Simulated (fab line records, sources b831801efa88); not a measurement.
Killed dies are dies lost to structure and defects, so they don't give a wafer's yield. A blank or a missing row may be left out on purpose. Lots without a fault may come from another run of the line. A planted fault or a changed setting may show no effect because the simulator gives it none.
A struck lot beside a sound one | flow gf180mcu | 16 steps out of a route of 602
Sound: wafers L297.1, L297.2, L297.3. Struck: wafer L306.6. (L306.5 of the same lot was not struck and is left out.) The cause comes at the end.
At each step with rows: each side's tool, then ch and its chambers, then its first start. Under that, the readings that differ: sound wafers | struck wafers | difference of the means | sigmas: that difference in standard deviations of wafers without a fault.
alike: readings whose means differ by less than 2 such deviations, and words and numbers that are the same on both sides. not compared: withheld readings, readings that some wafer has no value for, bounds like >300 that may hide the same value, and numbers for which the record gives no deviation and whose values overlap.
The two part at a step that has a row with sigmas, a row that says differs or no value, or rows on one side only. Numbers that don't overlap but have no deviation are shown without sigmas and don't part them. A reading that every wafer of one side lacks parts them only if that side has two wafers or more.

first, 9 steps without rows for these wafers: GF_MIM_STRIP_21 (strips in post etch residue remover, time 1200 s); GF_MIM_CLEAN_22 (cleans in DIW); GF_M5_DEHYDRATE_00 (time 60 s); GF_M5_HMDS_01 (prime time 60 s); GF_M5_COAT_02 (resist thk 1000 nm); GF_M5_SOFTBAKE_03 (time 60 s); GF_M5_EXPOSE_04 (exposes mask Metal5, target cd 280 nm); GF_M5_PEB_05 (peb time 90 s); GF_M5_DEVELOP_06 (develop time 60 s).
GF_M5_CD_MEAS_07: target cd 280 nm.
  sound on cd_sem-01, day 28 13:55; struck on cd_sem-01, day 31 03:50
  alike: cd_nm
GF_M5_OVL_MEAS_08:
  sound on overlay-01, day 28 14:02; struck on overlay-02, day 31 03:54
  alike: M5_OVL
GF_M5_ETCH_09: etches Si3N4 in CF4/O2, target depth 52 nm, time 11.6 s.
  sound on rie_diel-02 ch 0,1,3, day 28 14:04; struck on rie_diel-02 ch 3, day 31 03:56
  alike: drypump_motor_current_A, oes_product_au, throttle_valve_pct
  not compared: rf_hours_counter_h
GF_M5_METAL_ETCH_10: etches the open film in Cl2/BCl3, stops on SiO2, target depth 750.8 nm, time 125.1 s.
  sound on rie_metal-03 ch 0,1, day 28 14:05; struck on rie_metal-02 ch 1, day 31 04:01
  reading                             | sound                | struck | difference | sigmas
  oes_product_au (a.u.)               | 0.981 0.979 0.979    | 0.908  | -0.072     | -10
  throttle_valve_pct (%)              | 28.245 28.242 28.250 | 28.328 | +0.082     | +7
  model.KrF_of_M5_COAT_02.thk_nm (nm) | 657.8 660.5 660.5    | 699.3  | +39.7      |
  alike: drypump_motor_current_A
  not compared: rf_hours_counter_h
GF_M5_STRIP_11: strips in O2/N2.
  sound on plasma_asher-02 ch 0,1, day 28 14:13; struck on plasma_asher-04 ch 0, day 31 04:11
  reading                      | sound             | struck | difference | sigmas
  heater_power_w (W)           | 320 336 326       | 392    | +65        | +2
  oes_product_au (a.u.)        | 0.521 0.533 0.537 | 0.543  | +0.013     | +3
  strip_time_to_endpoint_s (s) | 7.12 7.14 7.12    | 7.51   | +0.38      | +6
  alike: drypump_motor_current_A, n2_flow_sccm
  not compared: rf_hours_counter_h
then, 2 steps without rows for these wafers: GF_M5_STRIP_12 (strips in post etch residue remover, time 1200 s); GF_PASSIVATION_PROBE_99.

WHERE THEY PART
First at GF_M5_METAL_ETCH_10; last, within this record, at GF_M5_STRIP_11.

WHY: what the simulator had put in
Process parameter drift: rie_metal-02, from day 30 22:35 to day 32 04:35, at GF_M5_METAL_ETCH_10. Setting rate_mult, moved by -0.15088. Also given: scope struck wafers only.
